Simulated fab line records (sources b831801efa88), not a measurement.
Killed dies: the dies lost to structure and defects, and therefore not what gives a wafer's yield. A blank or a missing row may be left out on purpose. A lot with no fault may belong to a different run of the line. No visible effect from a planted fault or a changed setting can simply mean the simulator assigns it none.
2 desks, one fault    flow sky130    only its own numbers are on each desk; what lay behind them is given at the end

== FROM THE METROLOGY DESK ==
What the gauges read, lot by lot, whatever tool the lot ran on: means of the sampled wafers that have a number. Any lot whose mean is over 4 standard deviations away from the usual mean is out of limits and marked OUT; that distance is given in the brackets.
Columns: A = VIA1_OVL at SKY_VIA1_OVL_MEAS_13, usual -2 nm; B = VIA1_W_RS at SKY_VIA1_RS_MEAS_22, usual 0.430 ohm/sq; C = VIA1_W_THK at SKY_VIA1_THK_MEAS_23, usual 267 nm
lot   first seen here  A   B      C
L772  day 36 05:36     -3  0.430  271
L775  day 37 02:45     -2  0.432  267
L782  day 39 05:46     2   0.431  267
L781  day 39 06:55     -0  0.425  271
L783  day 39 10:18     1   0.423  273
L785  day 40 01:07     -3  0.426  270
L787  day 40 10:36     -6  0.424  271
This desk's verdict: no lot among the 7 shows anything out of limits.

== THE TOOL OWNER'S DESK: pvdSputter-01 ==
The tool's own readings at SKY_METAL2_SPUTTER_00 (material Ti, target thk 15 nm, time 10 s): means of the sampled wafers that have a number, for each lot that ran on this tool. Any lot whose mean is over 4 standard deviations away from the usual mean is out of limits and marked OUT; that distance is given in the brackets.
Columns: A = throttleValvePct at SKY_METAL2_SPUTTER_00, usual 30.2 %
lot   first seen here  A
L772  day 36 07:18     31.4
L782  day 39 07:48     30.4
L783  day 39 11:39     30.4
L787  day 40 11:57     29.6
This desk's verdict: no lot among the 4 shows anything out of limits.

== TAKEN TOGETHER ==
From the metrology desk's view, nothing was out of limits.
The desk of the tool owner found nothing out of limits.

== WHAT THE SIMULATOR HAD INSERTED ==
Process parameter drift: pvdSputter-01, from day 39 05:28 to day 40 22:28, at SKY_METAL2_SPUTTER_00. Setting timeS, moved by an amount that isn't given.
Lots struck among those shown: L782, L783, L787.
